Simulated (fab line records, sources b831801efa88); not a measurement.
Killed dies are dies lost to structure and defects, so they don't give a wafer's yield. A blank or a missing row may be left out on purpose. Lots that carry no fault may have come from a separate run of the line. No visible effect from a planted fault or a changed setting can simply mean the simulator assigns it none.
Struck lot and sound lot, side by side | flow gf180mcu | 15 steps out of a route of 602
Sound: the wafers L210.3, L210.4, L210.5. Struck: wafer L216.1 (left out: L216.2, L216.6 of the same lot, which were not struck); the cause appears at the end.
Order at every step that has rows: each side's tool, ch and its chambers, its first start. Under that, the readings that differ: sound wafers | struck wafers | difference of the means | sigmas: that difference in standard deviations of wafers without a fault.
alike: words and numbers the same on both sides, and readings whose means are apart by under 2 such deviations; not compared: readings that were withheld, readings missing a value for some wafer, numbers with overlapping values and no deviation given by the record, and bounds like >300 which may hide the same value.
The two part at a step that has a row with sigmas, a row that says differs or no value, or rows on one side only. When numbers do not overlap yet have no deviation, they are printed without sigmas and do not part them. Lack of a reading on every wafer of one side parts them only where that side has two or more wafers.

GF_CONTACT_ETCH_16: etches BARC in N2/H2.
  sound on rieDiel-03 ch 0,2,3, day 17 10:26; struck on rieDiel-03 ch 2, day 19 08:25
reading             | sound             | struck | difference | sigmas
oesProductAu (a.u.) | 0.860 0.856 0.860 | 0.849  | -0.010     | -2
  alike: chamberPressureMTorr, drypumpMotorCurrentA, n2FlowSccm, throttleValvePct
GF_CONTACT_ETCH_17: etches SiO2 in C4F8/O2/Ar, stops on CoSi2, target depth 860 nm.
  sound: rieDiel-03 ch 0,2,3; struck: rieDiel-03 ch 2
  alike: chamberPressureMTorr, oesProductAu
then, 5 steps without rows for these wafers: GF_CONTACT_STRIP_18 (strips in O2/N2); GF_CONTACT_CLEAN_19 (cleans in SPM); GF_CONTACT_CLEAN_20 (cleans in DIW); GF_CONTACT_CLEAN_21 (cleans in dHF, time 20 s); GF_CONTACT_SPUTTER_22 (material Ti, target thk 15 nm, time 80.02 s).
GF_CONTACT_SPUTTER_23: material TiN, target thk 10 nm, time 40 s.
  sound: pvdSputter-04 at day 17 10:58; struck: pvdSputter-04 at day 19 08:57
  alike: throttleValvePct
then, 1 step without rows for these wafers: GF_CONTACT_CVD_24 (deposits W, target thk 300 nm, time 90.339 s).
GF_CONTACT_RS_MEAS_25: measures by four-point-probe.
  sound: filmMetro-03 at day 17 11:08; struck: filmMetro-04 at day 19 09:05
  alike: CONTACT_W_RS
GF_CONTACT_THK_MEAS_26: measures by xrf.
  sound: filmMetro-03 at day 17 11:14; struck: filmMetro-04 at day 19 09:13
  alike: CONTACT_W_THK
GF_CONTACT_CMP_27: polishes, stops on SiO2, t overpolish 15 s, target thk 0 nm.
  sound on cmp-02 ch 2,3, day 17 11:17; struck on cmp-01 ch 3, day 19 09:16
  alike: motorCurrentA, overpolishRunS, retainingRingPressureFrac, timeToEndpointS
GF_M1_SPUTTER_00: material Ti, target thk 37.5 nm, time 150 s.
  sound: pvdSputter-01 at day 17 11:35; struck: pvdSputter-03 at day 19 09:34
reading                              | sound            | struck | difference | sigmas
model.Ti_of_M1_SPUTTER_00.thkNm (nm) | 37.2 37.67 37.42 | 45.84  | +8.41      | 
  alike: throttleValvePct
GF_M1_SPUTTER_01: material TiN, target thk 30 nm, time 25 s.
  sound: pvdSputter-01 at day 17 11:41; struck: pvdSputter-03 at day 19 09:40
  alike: throttleValvePct
after that, 1 step had no rows for these wafers: GF_PASSIVATION_PROBE_99.

## WHERE THEY PART
GF_CONTACT_ETCH_16 only, going by this record. Later steps at which nothing parts them and some readings are alike: GF_CONTACT_ETCH_17, GF_CONTACT_SPUTTER_23, GF_CONTACT_RS_MEAS_25, GF_CONTACT_THK_MEAS_26, GF_CONTACT_CMP_27, GF_M1_SPUTTER_00, GF_M1_SPUTTER_01.

WHY: what had been put in by the simulator
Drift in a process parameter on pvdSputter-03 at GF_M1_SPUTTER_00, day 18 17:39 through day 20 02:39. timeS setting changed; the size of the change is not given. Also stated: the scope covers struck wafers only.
